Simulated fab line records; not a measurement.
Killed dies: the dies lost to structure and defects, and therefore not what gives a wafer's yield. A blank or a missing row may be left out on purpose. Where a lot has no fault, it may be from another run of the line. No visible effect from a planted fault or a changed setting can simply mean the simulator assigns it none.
Comparing a struck lot with a sound one ; flow sky130 ; 16 out of 708 route steps
Sound: wafers L454.1, L454.3, L454.4. Struck: wafer L459.2 (left out: L459.3, L459.6 of the same lot, which were not struck); the cause appears at the end.
Order at every step that has rows: each side's tool, ch and its chambers, its first start. Under that, the readings that differ: sound wafers ; struck wafers ; difference of the means ; sigmas: that difference in standard deviations of wafers without a fault.
alike: a reading whose means differ by less than 2 such deviations, as well as words and numbers matching on both sides. not compared: withheld readings; readings where some wafer has no value; bounds like >300 that might hide an equal value; numbers whose values overlap and for which the record gives no deviation.
A row with sigmas, a row that says differs or no value, or rows on one side alone: a step with any of these is where the two part. Numbers that have no deviation but don't overlap get no sigmas and don't part them. A reading that every wafer of one side lacks parts them only if that side has two wafers or more.

SKY_VIA2_BOW_MEAS_03:
  sound on film-metro-03 at day 37 01:58; struck on film-metro-03 at day 38 13:32
  alike: VIA2_BOW
then, 8 steps without rows for these wafers: SKY_VIA2_DEHYDRATE_04 (time 60 s); SKY_VIA2_HMDS_05 (prime time 60 s); SKY_VIA2_COAT_06 (resist thk 60 nm); SKY_VIA2_COAT_07 (resist thk 450 nm); SKY_VIA2_SOFTBAKE_08 (time 90 s); SKY_VIA2_EXPOSE_09 (exposes mask VIM2, target cd 200 nm); SKY_VIA2_PEB_10; SKY_VIA2_DEVELOP_11 (develop time 62.5 s).
SKY_VIA2_CD_MEAS_12 targets a cd of 200 nm.
  sound on cd-sem-01 at day 38 04:21; struck on cd-sem-02 at day 39 14:40
  alike: cd-nm
SKY_VIA2_OVL_MEAS_13:
  sound on overlay-01 at day 38 04:28; struck on overlay-01 at day 39 14:46
  alike: VIA2_OVL
SKY_VIA2_ETCH_14: etches BARC in N2/H2, stops on SiO2, time 45.9 s, target depth 60 nm.
  sound on rie-diel-02 ch 0,1,2, day 38 04:30; struck on rie-diel-02 ch 0, day 39 14:48
reading;sound;struck;difference;sigmas
oes-product-au (a.u.);0.855 0.852 0.857;0.865;+0.010;+2
rf-hours-counter-h (h);7 18 2;19;+10;
  alike: drypump-motor-current-A, rf-fwd-power-W, throttle-valve-pct
SKY_VIA2_ETCH_15: etches SiO2 in C4F8/O2/Ar, stops on TiN, target depth 546 nm, time 84 s.
  sound on rie-diel-02 ch 0,1,2, day 38 04:33; struck on rie-diel-02 ch 0, day 39 14:51
reading;sound;struck;difference;sigmas
rf-fwd-power-W (W);1487 1495 1488;1255;-235;-45
rf-hours-counter-h (h);7 18 2;19;+10;
model.KrF-thick_of_VIA2_COAT_07.thk-nm (nm);284 286.5 286.9;290.5;+4.7;
  alike: oes-product-au
SKY_VIA2_STRIP_16: strips in O2/N2.
  sound on plasma-asher-04 ch 0,1, day 38 04:37; struck on plasma-asher-01 ch 1, day 39 14:55
  alike: drypump-motor-current-A, oes-product-au, strip-time-to-endpoint-s
  not compared: rf-hours-counter-h
then, 1 step without rows for these wafers: SKY_VIA2_STRIP_17 (strips in post etch residue remover, time 1200 s).
-- the record jumps here: 9 days lie between the struck wafers' starts before and after (it left off in module VIA2 and takes up again in module PAD_OPEN, whose first step shown is number 708 of the route) --
SKY_PAD_OPEN_PROBE_99:
  sound on prober-01 at day 47 14:39; struck on prober-01 at day 48 16:32
reading;sound;struck;difference;sigmas
killed-at-contacts;17 16 22;33;+15;+3
  alike: defect-limited-yield, killed_at_M0_to_M3, killed_at_M4_up, killed-at-front-end, killed-at-other, killed-dies, killed-open, killed-short, sort_bin_3_pad_short, sort_bin_5_function, sort_bin_6_memory, sort-n-pass, sort-yield-pct

== WHERE THEY PART ==
At SKY_VIA2_ETCH_14 first; at SKY_PAD_OPEN_PROBE_99 last (within this record only).

WHY: whatever the simulator had introduced
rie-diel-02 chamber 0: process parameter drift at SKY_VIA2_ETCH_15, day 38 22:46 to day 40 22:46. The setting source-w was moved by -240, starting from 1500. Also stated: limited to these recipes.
